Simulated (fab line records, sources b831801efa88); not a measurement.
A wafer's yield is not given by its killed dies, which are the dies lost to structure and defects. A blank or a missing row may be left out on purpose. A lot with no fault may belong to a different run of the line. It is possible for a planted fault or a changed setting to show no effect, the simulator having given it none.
The tool behind it: which one? / flow sky130 / Sampling: 24 lots, 72 wafers, 5 of 708 route steps

WHAT THE GAUGES READ, wafer by wafer
SKY_FIELD_ISO_BOW_MEAS_00. Usual: INCOMING_BOW typically reads -1 um, with standard deviation 7.
lot=L074; measured=day 1 10:01; on=film_metro-03; INCOMING_BOW (um)=1 -3 1; flag=
lot=L075; measured=day 1 15:00; on=film_metro-01; INCOMING_BOW (um)=3 -6 2; flag=
lot=L076; measured=day 1 20:00; on=film_metro-02; INCOMING_BOW (um)=-8 4 5; flag=
lot=L077; measured=day 2 01:00; on=film_metro-03; INCOMING_BOW (um)=-18 -14 -12; flag=
lot=L078; measured=day 2 06:02; on=film_metro-02; INCOMING_BOW (um)=-8 10 -5; flag=
lot=L079; measured=day 2 11:01; on=film_metro-02; INCOMING_BOW (um)=6 -2 -1; flag=
lot=L080; measured=day 2 16:04; on=film_metro-03; INCOMING_BOW (um)=9 -5 -5; flag=
lot=L081; measured=day 2 21:01; on=film_metro-01; INCOMING_BOW (um)=-1 -20 -4; flag=
lot=L082; measured=day 3 02:02; on=film_metro-03; INCOMING_BOW (um)=-8 -3 9; flag=
lot=L083; measured=day 3 07:01; on=film_metro-02; INCOMING_BOW (um)=-8 5 12; flag=
lot=L084; measured=day 3 12:01; on=film_metro-02; INCOMING_BOW (um)=2 -6 7; flag=
lot=L085; measured=day 3 17:02; on=film_metro-01; INCOMING_BOW (um)=5 18 -3; flag=
lot=L086; measured=day 3 22:01; on=film_metro-03; INCOMING_BOW (um)=-3 -8 -3; flag=
lot=L087; measured=day 4 03:00; on=film_metro-02; INCOMING_BOW (um)=-10 -4 -15; flag=
lot=L088; measured=day 4 08:00; on=film_metro-02; INCOMING_BOW (um)=5 2 -11; flag=
lot=L089; measured=day 4 13:00; on=film_metro-03; INCOMING_BOW (um)=1 2 -3; flag=
lot=L090; measured=day 4 18:01; on=film_metro-03; INCOMING_BOW (um)=0 8 -3; flag=
lot=L091; measured=day 4 23:01; on=film_metro-01; INCOMING_BOW (um)=-1 -7 15; flag=
lot=L092; measured=day 5 04:00; on=film_metro-02; INCOMING_BOW (um)=3 -3 -2; flag=
lot=L093; measured=day 5 09:01; on=film_metro-02; INCOMING_BOW (um)=-5 5 7; flag=
lot=L094; measured=day 5 14:02; on=film_metro-03; INCOMING_BOW (um)=-7 5 0; flag=
lot=L095; measured=day 5 19:00; on=film_metro-03; INCOMING_BOW (um)=-3 -4 -4; flag=
lot=L096; measured=day 6 00:04; on=film_metro-03; INCOMING_BOW (um)=2 -6 -17; flag=
lot=L097; measured=day 6 05:01; on=film_metro-01; INCOMING_BOW (um)=-4 -5 -6; flag=

SKY_VT_ADJUST_NCORE_OVL_MEAS_08. Usual: VT_ADJUST_NCORE_OVL typically reads -0.6 nm, with standard deviation 1.4.
lot=L074; measured=day 9 08:04; on=overlay-02; VT_ADJUST_NCORE_OVL (nm)=-1.8 -2.2 -1.2; flag=
lot=L075; measured=day 9 05:53; on=overlay-01; VT_ADJUST_NCORE_OVL (nm)=0.0 -0.5 1.1; flag=
lot=L076; measured=day 10 02:13; on=overlay-01; VT_ADJUST_NCORE_OVL (nm)=1.3 0.7 -0.3; flag=
lot=L077; measured=day 10 01:17; on=overlay-01; VT_ADJUST_NCORE_OVL (nm)=0.4 -0.1 0.1; flag=
lot=L078; measured=day 10 09:31; on=overlay-01; VT_ADJUST_NCORE_OVL (nm)=1.3 1.3 1.9; flag=
lot=L079; measured=day 10 09:59; on=overlay-01; VT_ADJUST_NCORE_OVL (nm)=0.2 2.4 1.2; flag=
lot=L080; measured=day 10 19:19; on=overlay-01; VT_ADJUST_NCORE_OVL (nm)=-2.5 -2.0 -1.9; flag=
lot=L081; measured=day 11 05:39; on=overlay-02; VT_ADJUST_NCORE_OVL (nm)=-0.5 -0.9 -0.7; flag=
lot=L082; measured=day 11 05:13; on=overlay-01; VT_ADJUST_NCORE_OVL (nm)=-0.6 -0.3 -0.1; flag=
lot=L083; measured=day 11 14:27; on=overlay-01; VT_ADJUST_NCORE_OVL (nm)=-0.3 -0.6 -1.9; flag=
lot=L084; measured=day 11 16:31; on=overlay-02; VT_ADJUST_NCORE_OVL (nm)=1.5 0.2 0.1; flag=
lot=L085; measured=day 12 02:10; on=overlay-01; VT_ADJUST_NCORE_OVL (nm)=-2.6 -4.0 -3.9; flag=
lot=L086; measured=day 12 04:58; on=overlay-01; VT_ADJUST_NCORE_OVL (nm)=-1.3 -0.9 -1.9; flag=
lot=L087; measured=day 12 12:27; on=overlay-02; VT_ADJUST_NCORE_OVL (nm)=-1.0 -1.6 -1.5; flag=
lot=L088; measured=day 12 19:55; on=overlay-01; VT_ADJUST_NCORE_OVL (nm)=-2.0 -1.6 -0.2; flag=
lot=L089; measured=day 13 02:19; on=overlay-01; VT_ADJUST_NCORE_OVL (nm)=-1.5 0.1 -0.7; flag=
lot=L090; measured=day 13 10:45; on=overlay-01; VT_ADJUST_NCORE_OVL (nm)=1.4 1.0 0.6; flag=
lot=L091; measured=day 13 19:59; on=overlay-02; VT_ADJUST_NCORE_OVL (nm)=-0.9 0.0 -1.0; flag=
lot=L092; measured=day 14 01:09; on=overlay-01; VT_ADJUST_NCORE_OVL (nm)=-1.0 -0.6 0.5; flag=
lot=L093; measured=day 14 06:56; on=overlay-02; VT_ADJUST_NCORE_OVL (nm)=-0.8 -0.7 -1.0; flag=
lot=L094; measured=day 14 11:58; on=overlay-01; VT_ADJUST_NCORE_OVL (nm)=-3.0 -1.5 -1.0; flag=
lot=L095; measured=day 14 21:24; on=overlay-02; VT_ADJUST_NCORE_OVL (nm)=0.6 1.9 1.5; flag=
lot=L096; measured=day 14 23:46; on=overlay-01; VT_ADJUST_NCORE_OVL (nm)=-1.3 -0.6 -0.9; flag=
lot=L097; measured=day 15 09:35; on=overlay-02; VT_ADJUST_NCORE_OVL (nm)=-1.5 -1.5 -2.0; flag=

SKY_SD_P_TW_MEAS_11. Usual: SD_P_TW typically reads 2851, with standard deviation 26.
lot=L074; measured=day 26 12:02; on=film_metro-03; SD_P_TW=2869 2876 2864; flag=
lot=L075; measured=day 26 05:09; on=film_metro-04; SD_P_TW=2866 2881 2863; flag=
lot=L076; measured=day 27 07:55; on=film_metro-02; SD_P_TW=2830 2836 2824; flag=
lot=L077; measured=day 27 08:06; on=film_metro-03; SD_P_TW=2884 2866 2880; flag=
lot=L078; measured=day 27 21:44; on=film_metro-02; SD_P_TW=2833 2844 2821; flag=
lot=L079; measured=day 27 14:53; on=film_metro-03; SD_P_TW=2873 2871 2869; flag=
lot=L080; measured=day 30 11:44; on=film_metro-02; SD_P_TW=2835 2847 2846; flag=
lot=L081; measured=day 30 06:53; on=film_metro-02; SD_P_TW=2832 2828 2831; flag=
lot=L082; measured=day 30 05:53; on=film_metro-02; SD_P_TW=2816 2831 2834; flag=
lot=L083; measured=day 30 13:38; on=film_metro-02; SD_P_TW=2839 2824 2843; flag=
lot=L084; measured=day 30 03:19; on=film_metro-04; SD_P_TW=2890 2901 2880; flag=
lot=L085; measured=day 30 11:10; on=film_metro-04; SD_P_TW=2888 2881 2896; flag=
lot=L086; measured=day 30 12:55; on=film_metro-03; SD_P_TW=2892 2884 2873; flag=
lot=L087; measured=day 30 11:25; on=film_metro-04; SD_P_TW=2877 2894 2874; flag=
lot=L088; measured=day 30 13:12; on=film_metro-02; SD_P_TW=2812 2837 2837; flag=
lot=L089; measured=day 30 14:40; on=film_metro-02; SD_P_TW=2842 2827 2807; flag=
lot=L090; measured=day 30 21:16; on=film_metro-02; SD_P_TW=2849 2848 2828; flag=
lot=L091; measured=day 31 18:37; on=film_metro-02; SD_P_TW=2832 2818 2819; flag=
lot=L092; measured=day 31 21:27; on=film_metro-02; SD_P_TW=2830 2824 2812; flag=
lot=L093; measured=day 31 22:23; on=film_metro-04; SD_P_TW=2865 2868 2878; flag=
lot=L094; measured=day 32 01:26; on=film_metro-04; SD_P_TW=2897 2884 2877; flag=
lot=L095; measured=day 32 09:49; on=film_metro-04; SD_P_TW=2874 2864 2888; flag=
lot=L096; measured=day 32 20:28; on=film_metro-02; SD_P_TW=2842 2832 2836; flag=
lot=L097; measured=day 33 00:22; on=film_metro-02; SD_P_TW=2843 2827 2840; flag=

WHICH TOOL RAN EACH LOT (tool, then ch and the chambers of the sampled wafers, then the start)
lot=L074; SKY_NWELL_RTA_28=rtp_anneal-01 ch 0, day 5 23:10; SKY_VT_ADJUST_NCORE_STRIP_10=plasma_asher-03 ch 0,1, day 9 08:55
lot=L075; SKY_NWELL_RTA_28=rtp_anneal-02 ch 0, day 5 21:07; SKY_VT_ADJUST_NCORE_STRIP_10=plasma_asher-01 ch 0,1, day 9 06:05
lot=L076; SKY_NWELL_RTA_28=rtp_anneal-02 ch 0, day 6 14:16; SKY_VT_ADJUST_NCORE_STRIP_10=plasma_asher-03 ch 0,1, day 10 02:23
lot=L077; SKY_NWELL_RTA_28=rtp_anneal-01 ch 0, day 6 13:55; SKY_VT_ADJUST_NCORE_STRIP_10=plasma_asher-01 ch 0,1, day 10 01:29
lot=L078; SKY_NWELL_RTA_28=rtp_anneal-01 ch 0, day 6 19:37; SKY_VT_ADJUST_NCORE_STRIP_10=plasma_asher-01 ch 0,1, day 10 09:43
lot=L079; SKY_NWELL_RTA_28=rtp_anneal-02 ch 0, day 6 20:27; SKY_VT_ADJUST_NCORE_STRIP_10=plasma_asher-04 ch 1, day 10 10:10
lot=L080; SKY_NWELL_RTA_28=rtp_anneal-01 ch 0, day 7 05:07; SKY_VT_ADJUST_NCORE_STRIP_10=plasma_asher-04 ch 0,1, day 10 19:31
lot=L081; SKY_NWELL_RTA_28=rtp_anneal-01 ch 0, day 7 14:34; SKY_VT_ADJUST_NCORE_STRIP_10=plasma_asher-03 ch 0,1, day 11 05:50
lot=L082; SKY_NWELL_RTA_28=rtp_anneal-01 ch 0, day 7 13:36; SKY_VT_ADJUST_NCORE_STRIP_10=plasma_asher-04 ch 0,1, day 11 05:25
lot=L083; SKY_NWELL_RTA_28=rtp_anneal-02 ch 0, day 7 21:53; SKY_VT_ADJUST_NCORE_STRIP_10=plasma_asher-01 ch 0,1, day 11 14:38
lot=L084; SKY_NWELL_RTA_28=rtp_anneal-01 ch 0, day 7 23:30; SKY_VT_ADJUST_NCORE_STRIP_10=plasma_asher-01 ch 0,1, day 11 16:41
lot=L085; SKY_NWELL_RTA_28=rtp_anneal-01 ch 0, day 8 07:34; SKY_VT_ADJUST_NCORE_STRIP_10=plasma_asher-03 ch 0,1, day 12 02:22
lot=L086; SKY_NWELL_RTA_28=rtp_anneal-02 ch 0, day 8 10:05; SKY_VT_ADJUST_NCORE_STRIP_10=plasma_asher-04 ch 0,1, day 12 05:08
lot=L087; SKY_NWELL_RTA_28=rtp_anneal-01 ch 0, day 8 16:48; SKY_VT_ADJUST_NCORE_STRIP_10=plasma_asher-04 ch 1, day 12 12:38
lot=L088; SKY_NWELL_RTA_28=rtp_anneal-02 ch 0, day 8 21:59; SKY_VT_ADJUST_NCORE_STRIP_10=plasma_asher-03 ch 0,1, day 12 20:07
lot=L089; SKY_NWELL_RTA_28=rtp_anneal-01 ch 0, day 9 04:49; SKY_VT_ADJUST_NCORE_STRIP_10=plasma_asher-04 ch 0,1, day 13 02:31
lot=L090; SKY_NWELL_RTA_28=rtp_anneal-02 ch 0, day 9 11:12; SKY_VT_ADJUST_NCORE_STRIP_10=plasma_asher-04 ch 0,1, day 13 10:56
lot=L091; SKY_NWELL_RTA_28=rtp_anneal-02 ch 0, day 9 19:10; SKY_VT_ADJUST_NCORE_STRIP_10=plasma_asher-04 ch 0,1, day 13 20:10
lot=L092; SKY_NWELL_RTA_28=rtp_anneal-01 ch 0, day 10 00:17; SKY_VT_ADJUST_NCORE_STRIP_10=plasma_asher-03 ch 0,1, day 14 01:20
lot=L093; SKY_NWELL_RTA_28=rtp_anneal-01 ch 0, day 10 03:47; SKY_VT_ADJUST_NCORE_STRIP_10=plasma_asher-03 ch 0,1, day 14 07:07
lot=L094; SKY_NWELL_RTA_28=rtp_anneal-02 ch 0, day 10 09:27; SKY_VT_ADJUST_NCORE_STRIP_10=plasma_asher-04 ch 0,1, day 14 12:10
lot=L095; SKY_NWELL_RTA_28=rtp_anneal-01 ch 0, day 10 16:15; SKY_VT_ADJUST_NCORE_STRIP_10=plasma_asher-04 ch 0,1, day 14 21:35
lot=L096; SKY_NWELL_RTA_28=rtp_anneal-02 ch 0, day 10 19:49; SKY_VT_ADJUST_NCORE_STRIP_10=plasma_asher-03 ch 0,1, day 14 23:58
lot=L097; SKY_NWELL_RTA_28=rtp_anneal-01 ch 0, day 11 03:39; SKY_VT_ADJUST_NCORE_STRIP_10=plasma_asher-01 ch 0,1, day 15 09:46
- SKY_NWELL_RTA_28: time 30 s.
- SKY_VT_ADJUST_NCORE_STRIP_10: strips in O2/N2.

WHAT THE TOOLS THEMSELVES READ (means of the sampled wafers that have a number; where no wafer has one, the mark that the record gives instead)
SKY_NWELL_RTA_28. Usual: lamp_power_pct 25.31 %, standard deviation 0.05; ramp_down_c_per_s 90.000, standard deviation 0.017; wafer_temp_C_max 1054.9, standard deviation 0.95.
lot=L074; tool=rtp_anneal-01; lamp_power_pct (%)=25.27; ramp_down_c_per_s=89.999; wafer_temp_C_max=1054.6; flag=
lot=L075; tool=rtp_anneal-02; lamp_power_pct (%)=25.31; ramp_down_c_per_s=89.994; wafer_temp_C_max=1054.7; flag=
lot=L076; tool=rtp_anneal-02; lamp_power_pct (%)=25.28; ramp_down_c_per_s=90.010; wafer_temp_C_max=1055.7; flag=
lot=L077; tool=rtp_anneal-01; lamp_power_pct (%)=25.32; ramp_down_c_per_s=90.002; wafer_temp_C_max=1055.0; flag=
lot=L078; tool=rtp_anneal-01; lamp_power_pct (%)=25.29; ramp_down_c_per_s=90.006; wafer_temp_C_max=1055.7; flag=
lot=L079; tool=rtp_anneal-02; lamp_power_pct (%)=25.34; ramp_down_c_per_s=90.003; wafer_temp_C_max=1054.5; flag=
lot=L080; tool=rtp_anneal-01; lamp_power_pct (%)=25.35; ramp_down_c_per_s=89.991; wafer_temp_C_max=1054.3; flag=
lot=L081; tool=rtp_anneal-01; lamp_power_pct (%)=25.34; ramp_down_c_per_s=90.015; wafer_temp_C_max=1055.0; flag=
lot=L082; tool=rtp_anneal-01; lamp_power_pct (%)=25.31; ramp_down_c_per_s=90.011; wafer_temp_C_max=1054.4; flag=
lot=L083; tool=rtp_anneal-02; lamp_power_pct (%)=25.31; ramp_down_c_per_s=89.992; wafer_temp_C_max=1055.5; flag=
lot=L084; tool=rtp_anneal-01; lamp_power_pct (%)=25.29; ramp_down_c_per_s=89.976; wafer_temp_C_max=1055.2; flag=
lot=L085; tool=rtp_anneal-01; lamp_power_pct (%)=25.32; ramp_down_c_per_s=89.991; wafer_temp_C_max=1054.7; flag=
lot=L086; tool=rtp_anneal-02; lamp_power_pct (%)=25.36; ramp_down_c_per_s=90.020; wafer_temp_C_max=1055.2; flag=
lot=L087; tool=rtp_anneal-01; lamp_power_pct (%)=25.29; ramp_down_c_per_s=90.001; wafer_temp_C_max=1054.7; flag=
lot=L088; tool=rtp_anneal-02; lamp_power_pct (%)=25.32; ramp_down_c_per_s=89.992; wafer_temp_C_max=1055.7; flag=
lot=L089; tool=rtp_anneal-01; lamp_power_pct (%)=25.30; ramp_down_c_per_s=90.005; wafer_temp_C_max=1055.6; flag=
lot=L090; tool=rtp_anneal-02; lamp_power_pct (%)=25.32; ramp_down_c_per_s=89.991; wafer_temp_C_max=1054.2; flag=
lot=L091; tool=rtp_anneal-02; lamp_power_pct (%)=25.33; ramp_down_c_per_s=89.999; wafer_temp_C_max=1054.8; flag=
lot=L092; tool=rtp_anneal-01; lamp_power_pct (%)=25.29; ramp_down_c_per_s=89.985; wafer_temp_C_max=1054.8; flag=
lot=L093; tool=rtp_anneal-01; lamp_power_pct (%)=25.30; ramp_down_c_per_s=90.018; wafer_temp_C_max=1054.8; flag=
lot=L094; tool=rtp_anneal-02; lamp_power_pct (%)=25.29; ramp_down_c_per_s=89.999; wafer_temp_C_max=1055.5; flag=
lot=L095; tool=rtp_anneal-01; lamp_power_pct (%)=25.32; ramp_down_c_per_s=90.000; wafer_temp_C_max=1055.6; flag=
lot=L096; tool=rtp_anneal-02; lamp_power_pct (%)=25.27; ramp_down_c_per_s=89.995; wafer_temp_C_max=1054.9; flag=
lot=L097; tool=rtp_anneal-01; lamp_power_pct (%)=25.37; ramp_down_c_per_s=90.010; wafer_temp_C_max=1054.7; flag=

SKY_VT_ADJUST_NCORE_STRIP_10. Usual: drypump_motor_current_A 5.85 A, standard deviation 0.27; oes_product_au 0.715 a.u., standard deviation 0.0043; strip_time_to_endpoint_s 14.18 s, standard deviation 0.039.
lot=L074; tool=plasma_asher-03; drypump_motor_current_A (A)=5.95; oes_product_au (a.u.)=0.716; strip_time_to_endpoint_s (s)=14.17; flag=
lot=L075; tool=plasma_asher-01; drypump_motor_current_A (A)=5.91; oes_product_au (a.u.)=0.714; strip_time_to_endpoint_s (s)=14.17; flag=
lot=L076; tool=plasma_asher-03; drypump_motor_current_A (A)=5.80; oes_product_au (a.u.)=0.718; strip_time_to_endpoint_s (s)=14.16; flag=
lot=L077; tool=plasma_asher-01; drypump_motor_current_A (A)=5.89; oes_product_au (a.u.)=0.714; strip_time_to_endpoint_s (s)=14.16; flag=
lot=L078; tool=plasma_asher-01; drypump_motor_current_A (A)=5.77; oes_product_au (a.u.)=0.716; strip_time_to_endpoint_s (s)=14.20; flag=
lot=L079; tool=plasma_asher-04; drypump_motor_current_A (A)=5.53; oes_product_au (a.u.)=0.715; strip_time_to_endpoint_s (s)=14.21; flag=
lot=L080; tool=plasma_asher-04; drypump_motor_current_A (A)=5.95; oes_product_au (a.u.)=0.720; strip_time_to_endpoint_s (s)=14.21; flag=
lot=L081; tool=plasma_asher-03; drypump_motor_current_A (A)=5.93; oes_product_au (a.u.)=0.717; strip_time_to_endpoint_s (s)=14.20; flag=
lot=L082; tool=plasma_asher-04; drypump_motor_current_A (A)=5.74; oes_product_au (a.u.)=0.715; strip_time_to_endpoint_s (s)=14.18; flag=
lot=L083; tool=plasma_asher-01; drypump_motor_current_A (A)=5.76; oes_product_au (a.u.)=0.717; strip_time_to_endpoint_s (s)=14.22; flag=
lot=L084; tool=plasma_asher-01; drypump_motor_current_A (A)=5.90; oes_product_au (a.u.)=0.716; strip_time_to_endpoint_s (s)=14.23; flag=
lot=L085; tool=plasma_asher-03; drypump_motor_current_A (A)=5.79; oes_product_au (a.u.)=0.718; strip_time_to_endpoint_s (s)=14.23; flag=
lot=L086; tool=plasma_asher-04; drypump_motor_current_A (A)=5.97; oes_product_au (a.u.)=0.715; strip_time_to_endpoint_s (s)=14.16; flag=
lot=L087; tool=plasma_asher-04; drypump_motor_current_A (A)=5.51; oes_product_au (a.u.)=0.716; strip_time_to_endpoint_s (s)=14.23; flag=
lot=L088; tool=plasma_asher-03; drypump_motor_current_A (A)=5.79; oes_product_au (a.u.)=0.717; strip_time_to_endpoint_s (s)=14.11; flag=
lot=L089; tool=plasma_asher-04; drypump_motor_current_A (A)=5.94; oes_product_au (a.u.)=0.716; strip_time_to_endpoint_s (s)=14.18; flag=
lot=L090; tool=plasma_asher-04; drypump_motor_current_A (A)=5.73; oes_product_au (a.u.)=0.714; strip_time_to_endpoint_s (s)=14.13; flag=
lot=L091; tool=plasma_asher-04; drypump_motor_current_A (A)=5.74; oes_product_au (a.u.)=0.719; strip_time_to_endpoint_s (s)=14.15; flag=
lot=L092; tool=plasma_asher-03; drypump_motor_current_A (A)=5.82; oes_product_au (a.u.)=0.712; strip_time_to_endpoint_s (s)=14.14; flag=
lot=L093; tool=plasma_asher-03; drypump_motor_current_A (A)=5.79; oes_product_au (a.u.)=0.717; strip_time_to_endpoint_s (s)=14.22; flag=
lot=L094; tool=plasma_asher-04; drypump_motor_current_A (A)=5.74; oes_product_au (a.u.)=0.714; strip_time_to_endpoint_s (s)=14.16; flag=
lot=L095; tool=plasma_asher-04; drypump_motor_current_A (A)=5.96; oes_product_au (a.u.)=0.713; strip_time_to_endpoint_s (s)=14.21; flag=
lot=L096; tool=plasma_asher-03; drypump_motor_current_A (A)=5.78; oes_product_au (a.u.)=0.714; strip_time_to_endpoint_s (s)=14.20; flag=
lot=L097; tool=plasma_asher-01; drypump_motor_current_A (A)=5.89; oes_product_au (a.u.)=0.717; strip_time_to_endpoint_s (s)=14.23; flag=

THE ANSWER, worked out from the rows above alone
Rule: take the mean of a lot's wafers that have a number; if it is more than 3 standard deviations from the usual mean, the lot is off. A lot without any number at a reading at which 4 lots or more have one is off too. All remaining lots with rows at the step are treated as sound. The gauges are gone through in route order, then the tools' own readings, and for those a lot's mean is taken as printed above. At the first step where some lot is off, the reading lying furthest off is the one used; lots without a number count as furthest.
Nothing can be told from this: no lot is off at any reading shown.

WHAT WAS PUT IN BY THE SIMULATOR
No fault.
